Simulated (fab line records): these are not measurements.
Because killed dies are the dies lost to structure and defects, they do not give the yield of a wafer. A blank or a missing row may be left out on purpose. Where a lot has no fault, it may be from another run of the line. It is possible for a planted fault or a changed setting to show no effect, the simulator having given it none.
Struck lot and sound lot, side by side + flow sky130 + 44 out of 708 route steps
Sound: wafers L184.1, L184.2, L184.3. Wafers L192.1, L192.2, L192.5 were the ones struck. The cause is given at the end.
Each step with rows lists, per side, the tool, then ch with its chambers, then its first start. Under that, the readings that differ: sound wafers + struck wafers + difference of the means + sigmas: that difference in standard deviations of wafers without a fault.
alike: a reading whose means differ by less than 2 such deviations, as well as words and numbers matching on both sides. not compared: withheld readings; readings where some wafer has no value; bounds like >300 that might hide an equal value; numbers whose values overlap and for which the record gives no deviation.
Wherever a step has rows on one side only, a row that says differs or no value, or a row with sigmas, the two part there. Numbers that don't overlap but have no deviation are shown without sigmas and don't part them. A reading missing from all wafers of one side parts the sides only when that side holds two or more wafers.

first, 1 step without rows for these wafers: SKY_FIELD_ISO_CVD_24 (deposits SiO2, target thk 595 nm, time 99.2 s).
SKY_FIELD_ISO_THK_MEAS_25:
  sound on film-metro-01 at day 3 01:02; struck on film-metro-04 at day 4 17:20
  alike: FIELD_ISO_CVD_24_THK
then, 1 step without rows for these wafers: SKY_FIELD_ISO_ANNEAL_26 (time 1800 s).
SKY_FIELD_ISO_CMP_27: polishes, stops on Si3N4, t overpolish 16 s, target thk 457.8 nm.
  sound on cmp-01 ch 0,1,2, day 3 02:54; struck on cmp-01 ch 1,2, day 4 18:56
| reading                | sound             | struck            | difference | sigmas |
|------------------------|-------------------|-------------------|------------|--------|
| time-to-endpoint-s (s) | 107.1 106.5 106.3 | 114.5 107.4 115.1 | +5.7       | +2     |
  alike: edge-zone-pressure-frac, motor-current-A, overpolish-run-s
then, 5 steps without rows for these wafers: SKY_FIELD_ISO_WET_ETCH_28 (etches SiO2 in dHF, target depth 23.7 nm, time 47 s); SKY_FIELD_ISO_WET_ETCH_29 (etches Si3N4 in H3PO4, target depth 160 nm, time 1825 s); SKY_FIELD_ISO_WET_ETCH_30 (etches SiO2 in dHF, target depth 25 nm, time 50 s); SKY_NWELL_CLEAN_00 (cleans in SC1/SC2, time 150 s); SKY_NWELL_OXIDATION_01 (stabilise 600 s, purge 300 s, target thk 10 nm).
SKY_NWELL_THK_MEAS_02:
  sound on film-metro-04 at day 3 06:53; struck on film-metro-03 at day 4 21:12
  alike: NWELL_OXIDATION_THK
then, 2 steps without rows for these wafers: SKY_DNWELL_DEHYDRATE_00 (time 60 s); SKY_DNWELL_HMDS_01 (prime time 60 s).
SKY_DNWELL_COAT_02: resist thk 3000 nm.
  sound on litho-track-03 ch 0, day 3 13:53; struck on litho-track-01, day 5 05:19
  no value came back on the struck wafers for chill-plate-temp-C (C), dispense-pressure-kPa (kPa), resist-line-temp-C (C); on the sound wafers chill-plate-temp-C (C) reads 23.00 23.12 22.91
then, 5 steps without rows for these wafers: SKY_DNWELL_SOFTBAKE_03; SKY_DNWELL_EXPOSE_04 (exposes mask DNM, target cd 3000 nm); SKY_DNWELL_PEB_05; SKY_DNWELL_DEVELOP_06 (develop time 60 s); SKY_DNWELL_IMPLANT_07.
SKY_DNWELL_STRIP_08: strips in O2/N2.
  sound on plasma-asher-04 ch 0,1, day 3 22:58; struck on plasma-asher-03 ch 0,1, day 5 14:22
  no value came back on the struck wafers for oes-product-au (a.u.), strip-time-to-endpoint-s (s); on the sound wafers oes-product-au (a.u.) reads 0.733 0.720 0.728
  alike: drypump-motor-current-A, o2-flow-sccm
  not compared: rf-hours-counter-h
SKY_DNWELL_TW_MEAS_09:
  sound on film-metro-04 at day 3 23:04; struck on film-metro-04 at day 5 14:28
  alike: DNWELL_TW
then, 7 steps without rows for these wafers: SKY_PWDE_DEHYDRATE_00 (time 60 s); SKY_PWDE_HMDS_01 (prime time 60 s); SKY_PWDE_COAT_02 (resist thk 3000 nm); SKY_PWDE_SOFTBAKE_03; SKY_PWDE_EXPOSE_04 (exposes mask PWDEM, target cd 840 nm); SKY_PWDE_PEB_05; SKY_PWDE_DEVELOP_06 (develop time 60 s).
SKY_PWDE_OVL_MEAS_07:
  sound on overlay-02 at day 4 15:14; struck on overlay-01 at day 6 08:56
  alike: PWDE_OVL
after that, 1 step had no rows for these wafers: SKY_PWDE_IMPLANT_08.
SKY_PWDE_STRIP_09: strips in O2/N2.
  sound on plasma-asher-02 ch 0,1, day 4 15:26; struck on plasma-asher-02 ch 0,1, day 6 09:07
  alike: drypump-motor-current-A, o2-flow-sccm, oes-product-au, strip-time-to-endpoint-s
  not compared: rf-hours-counter-h
SKY_PWDE_TW_MEAS_10:
  sound on film-metro-04 at day 4 15:32; struck on film-metro-04 at day 6 09:13
| reading | sound             | struck               | difference | sigmas      |
|---------|-------------------|----------------------|------------|-------------|
| PWDE_TW | 373.4 373.4 375.6 | 1134.0 1132.1 1135.5 | +759.7     | +99 or more |
then, 7 steps without rows for these wafers: SKY_NWELL_DEHYDRATE_03 (time 60 s); SKY_NWELL_HMDS_04 (prime time 60 s); SKY_NWELL_COAT_05 (resist thk 3000 nm); SKY_NWELL_SOFTBAKE_06; SKY_NWELL_EXPOSE_07 (exposes mask NWM, target cd 840 nm); SKY_NWELL_PEB_08; SKY_NWELL_DEVELOP_09 (develop time 60 s).
SKY_NWELL_OVL_MEAS_10:
  sound on overlay-02 at day 5 08:23; struck on overlay-02 at day 7 03:57
  alike: NWELL_00_OVL
then, 3 steps without rows for these wafers: SKY_NWELL_IMPLANT_11; SKY_NWELL_IMPLANT_12; SKY_NWELL_IMPLANT_13.
SKY_NWELL_TW_MEAS_15:
  sound on film-metro-04 at day 5 08:59; struck on film-metro-04 at day 7 04:32
| reading  | sound          | struck         | difference | sigmas |
|----------|----------------|----------------|------------|--------|
| NWELL_TW | 1819 1819 1828 | 1927 1925 1924 | +103       | +8     |
SKY_NWELL_TW_MEAS_26:
  sound on film-metro-04 at day 6 02:56; struck on film-metro-03 at day 8 01:20
| reading    | sound       | struck         | difference | sigmas      |
|------------|-------------|----------------|------------|-------------|
| NWELL_2_TW | 496 497 496 | 1157 1150 1145 | +654       | +99 or more |

WHERE THEY PART
Last at SKY_NWELL_TW_MEAS_26 as far as this record goes, first at SKY_FIELD_ISO_CMP_27.

WHY: what had been put in by the simulator
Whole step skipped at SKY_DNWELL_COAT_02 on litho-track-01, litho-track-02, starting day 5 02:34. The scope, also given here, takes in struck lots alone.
